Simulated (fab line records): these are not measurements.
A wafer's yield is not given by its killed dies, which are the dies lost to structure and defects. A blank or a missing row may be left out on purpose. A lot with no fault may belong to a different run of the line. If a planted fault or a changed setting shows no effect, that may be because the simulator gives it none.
Which tool is to blame? :: flow sky130 :: 36 wafers from 12 lots sampled at 4 of the route's 708 steps

WHAT THE GAUGES READ, wafer by wafer
SKY_METAL1_OVL_MEAS_16.
lot: L733
measured: day 32 11:45
on: overlay-02
METAL1_OVL (nm): -5 2 2

lot: L734
measured: day 33 05:03
on: overlay-01
METAL1_OVL (nm): -2 0 -5

lot: L735
measured: day 33 07:58
on: overlay-01
METAL1_OVL (nm): -2 -5 -6

lot: L736
measured: day 33 23:53
on: overlay-01
METAL1_OVL (nm): -2 -8 4

lot: L739
measured: day 34 18:32
on: overlay-02
METAL1_OVL (nm): -15 -6 -9

lot: L740
measured: day 35 02:49
on: overlay-02
METAL1_OVL (nm): -5 -1 5

lot: L741
measured: day 36 00:02
on: overlay-02
METAL1_OVL (nm): -4 -5 1

lot: L744
measured: day 36 13:34
on: overlay-01
METAL1_OVL (nm): -4 -5 -1

lot: L745
measured: day 36 18:11
on: overlay-02
METAL1_OVL (nm): 1 -12 -4

lot: L749
measured: day 38 01:38
on: overlay-02
METAL1_OVL (nm): -5 0 -4

lot: L750
measured: day 38 09:14
on: overlay-02
METAL1_OVL (nm): 7 -2 1

lot: L752
measured: day 38 18:40
on: overlay-02
METAL1_OVL (nm): -8 -8 -10

SKY_VIA1_THK_MEAS_23: measures by xrf.
lot: L733
measured: day 33 16:53
on: film metro-03
VIA1_W_THK (nm): 268 269 265

lot: L734
measured: day 34 09:51
on: film metro-01
VIA1_W_THK (nm): 275 277 283

lot: L735
measured: day 34 13:08
on: film metro-01
VIA1_W_THK (nm): 275 273 276

lot: L736
measured: day 35 04:53
on: film metro-02
VIA1_W_THK (nm): 273 279 275

lot: L739
measured: day 35 23:19
on: film metro-01
VIA1_W_THK (nm): 279 279 279

lot: L740
measured: day 36 08:01
on: film metro-03
VIA1_W_THK (nm): 277 287 273

lot: L741
measured: day 37 05:29
on: film metro-01
VIA1_W_THK (nm): 273 270 272

lot: L744
measured: day 37 16:58
on: film metro-02
VIA1_W_THK (nm): 275 266 277

lot: L745
measured: day 37 22:14
on: film metro-02
VIA1_W_THK (nm): 274 269 266

lot: L749
measured: day 39 04:45
on: film metro-02
VIA1_W_THK (nm): 275 266 266

lot: L750
measured: day 39 12:23
on: film metro-03
VIA1_W_THK (nm): 273 281 272

lot: L752
measured: day 39 22:38
on: film metro-01
VIA1_W_THK (nm): 268 274 280

WHICH TOOL RAN EACH LOT (tool, then ch and the chambers of the sampled wafers, then the start)
lot: L733
SKY_FIELD_ISO_ETCH_17: rie si-02 ch 1,3, day 2 04:59
SKY_VT_ADJUST_PCH_STRIP_09: plasma asher-04 ch 0,1, day 10 05:59

lot: L734
SKY_FIELD_ISO_ETCH_17: rie si-02 ch 0,1,3, day 2 11:02
SKY_VT_ADJUST_PCH_STRIP_09: plasma asher-01 ch 0,1, day 10 22:23

lot: L735
SKY_FIELD_ISO_ETCH_17: rie si-01 ch 1,3, day 2 13:57
SKY_VT_ADJUST_PCH_STRIP_09: plasma asher-02 ch 0,1, day 10 23:57

lot: L736
SKY_FIELD_ISO_ETCH_17: rie si-01 ch 0,2,3, day 2 21:29
SKY_VT_ADJUST_PCH_STRIP_09: plasma asher-04 ch 0,1, day 11 08:59

lot: L739
SKY_FIELD_ISO_ETCH_17: rie si-02 ch 1,2,3, day 3 14:08
SKY_VT_ADJUST_PCH_STRIP_09: plasma asher-01 ch 0, day 12 08:30

lot: L740
SKY_FIELD_ISO_ETCH_17: rie si-01 ch 0,2,3, day 3 18:23
SKY_VT_ADJUST_PCH_STRIP_09: plasma asher-01 ch 0,1, day 12 15:11

lot: L741
SKY_FIELD_ISO_ETCH_17: rie si-01 ch 0,2, day 3 22:11
SKY_VT_ADJUST_PCH_STRIP_09: plasma asher-04 ch 0,1, day 12 23:34

lot: L744
SKY_FIELD_ISO_ETCH_17: rie si-01 ch 0,1,2, day 4 13:05
SKY_VT_ADJUST_PCH_STRIP_09: plasma asher-01 ch 0,1, day 14 02:30

lot: L745
SKY_FIELD_ISO_ETCH_17: rie si-02 ch 1,3, day 4 17:45
SKY_VT_ADJUST_PCH_STRIP_09: plasma asher-02 ch 0,1, day 14 04:20

lot: L749
SKY_FIELD_ISO_ETCH_17: rie si-02 ch 0,1,3, day 5 17:33
SKY_VT_ADJUST_PCH_STRIP_09: plasma asher-02 ch 0,1, day 15 16:07

lot: L750
SKY_FIELD_ISO_ETCH_17: rie si-01 ch 0,1,2, day 5 21:26
SKY_VT_ADJUST_PCH_STRIP_09: plasma asher-04 ch 0,1, day 15 22:38

lot: L752
SKY_FIELD_ISO_ETCH_17: rie si-01 ch 0,1,2, day 6 08:06
SKY_VT_ADJUST_PCH_STRIP_09: plasma asher-01 ch 0,1, day 16 11:53
- SKY_FIELD_ISO_ETCH_17: etches Si in HBr/Cl2/O2, target depth 342 nm, time 97.7 s.
- SKY_VT_ADJUST_PCH_STRIP_09: strips in O2/N2.

AS READ BY THE TOOLS THEMSELVES (means over the sampled wafers that have a number; for cases with no such wafer, the mark the record gives instead)
SKY_FIELD_ISO_ETCH_17.
lot: L733
tool: rie si-02
bias w (W): 150.6
drypump motor current A (A): 5.9
oes product au (a.u.): 0.980
run length s (s): 126.0
throttle valve pct (%): 25.662

lot: L734
tool: rie si-02
bias w (W): 149.5
drypump motor current A (A): 6.0
oes product au (a.u.): 0.982
run length s (s): 126.1
throttle valve pct (%): 25.665

lot: L735
tool: rie si-01
bias w (W): 149.8
drypump motor current A (A): 5.9
oes product au (a.u.): 0.987
run length s (s): 126.1
throttle valve pct (%): 25.664

lot: L736
tool: rie si-01
bias w (W): 149.7
drypump motor current A (A): 5.5
oes product au (a.u.): 0.996
run length s (s): 125.9
throttle valve pct (%): 25.654

lot: L739
tool: rie si-02
bias w (W): 150.2
drypump motor current A (A): 5.8
oes product au (a.u.): 0.993
run length s (s): 126.0
throttle valve pct (%): 25.671

lot: L740
tool: rie si-01
bias w (W): 149.7
drypump motor current A (A): 5.5
oes product au (a.u.): 1.006
run length s (s): 126.0
throttle valve pct (%): 25.651

lot: L741
tool: rie si-01
bias w (W): 150.2
drypump motor current A (A): 5.5
oes product au (a.u.): 1.009
run length s (s): 126.0
throttle valve pct (%): 25.646

lot: L744
tool: rie si-01
bias w (W): 150.4
drypump motor current A (A): 5.5
oes product au (a.u.): 0.995
run length s (s): 126.2
throttle valve pct (%): 25.656

lot: L745
tool: rie si-02
bias w (W): 150.1
drypump motor current A (A): 5.8
oes product au (a.u.): 0.996
run length s (s): 126.2
throttle valve pct (%): 25.664

lot: L749
tool: rie si-02
bias w (W): 149.4
drypump motor current A (A): 6.0
oes product au (a.u.): 0.987
run length s (s): 110.3
throttle valve pct (%): 25.662

lot: L750
tool: rie si-01
bias w (W): 150.2
drypump motor current A (A): 5.5
oes product au (a.u.): 0.989
run length s (s): 126.1
throttle valve pct (%): 25.663

lot: L752
tool: rie si-01
bias w (W): 149.3
drypump motor current A (A): 5.5
oes product au (a.u.): 0.990
run length s (s): 126.2
throttle valve pct (%): 25.665

SKY_VT_ADJUST_PCH_STRIP_09.
lot: L733
tool: plasma asher-04
drypump motor current A (A): 6.5
oes product au (a.u.): 0.729
strip time to endpoint s (s): 36.71

lot: L734
tool: plasma asher-01
drypump motor current A (A): 5.3
oes product au (a.u.): 0.724
strip time to endpoint s (s): 36.52

lot: L735
tool: plasma asher-02
drypump motor current A (A): 6.3
oes product au (a.u.): 0.731
strip time to endpoint s (s): 36.52

lot: L736
tool: plasma asher-04
drypump motor current A (A): 6.5
oes product au (a.u.): 0.732
strip time to endpoint s (s): 36.50

lot: L739
tool: plasma asher-01
drypump motor current A (A): 5.4
oes product au (a.u.): 0.727
strip time to endpoint s (s): 36.67

lot: L740
tool: plasma asher-01
drypump motor current A (A): 5.3
oes product au (a.u.): 0.730
strip time to endpoint s (s): 36.56

lot: L741
tool: plasma asher-04
drypump motor current A (A): 6.5
oes product au (a.u.): 0.723
strip time to endpoint s (s): 36.52

lot: L744
tool: plasma asher-01
drypump motor current A (A): 5.3
oes product au (a.u.): 0.726
strip time to endpoint s (s): 36.50

lot: L745
tool: plasma asher-02
drypump motor current A (A): 6.3
oes product au (a.u.): 0.729
strip time to endpoint s (s): 36.35

lot: L749
tool: plasma asher-02
drypump motor current A (A): 6.3
oes product au (a.u.): 0.725
strip time to endpoint s (s): 36.53

lot: L750
tool: plasma asher-04
drypump motor current A (A): 6.3
oes product au (a.u.): 0.728
strip time to endpoint s (s): 36.63

lot: L752
tool: plasma asher-01
drypump motor current A (A): 5.1
oes product au (a.u.): 0.729
strip time to endpoint s (s): 36.71

THE ANSWER, worked out from the rows above alone
Rule: the lots themselves supply what counts as usual. The widest of any qualifying gaps counts: lots, ordered by their means at a reading, are off when they make up no more than a third of the lots, leave a main group of 4 or more, and stand apart from it by 3 or more times the standard deviation of that group's means. Not used: any main group whose means are identical at the precision the tables above print for the reading. A lot without any number at a reading at which 4 lots or more have one is off too. The other lots that the step has rows for count as sound. The gauges are gone through in route order, then the tools' own readings, and for those a lot's mean is taken as printed above. The first step at which some lot is off is used, and at that step the reading that is off furthest; a lot without a number counts as furthest.
Off at SKY_FIELD_ISO_ETCH_17 (run length s): L749. Main group: mean 126.1 s, sd 0.096.
If a tool, at that step or one of the process steps before it, ran each lot that is off and ran no sound lot following the first of them, it fits. One candidate fits, namely rie si-02 at SKY_FIELD_ISO_ETCH_17. Its last sound lot is L745 (day 4 17:45), its first lot that is off L749 (day 5 17:33): a fault that began between those two fits.
The tool's own readings at SKY_FIELD_ISO_ETCH_17 bear it out: on the lots that are off they differ by more than 5 times the standard deviation of the sound lots' means. run length s reads 110.3 s there against 126.1 s on the sound lots.

WHAT WAS PUT IN BY THE SIMULATOR
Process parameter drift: rie si-02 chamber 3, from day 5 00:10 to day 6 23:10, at SKY_FIELD_ISO_ETCH_17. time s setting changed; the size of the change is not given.
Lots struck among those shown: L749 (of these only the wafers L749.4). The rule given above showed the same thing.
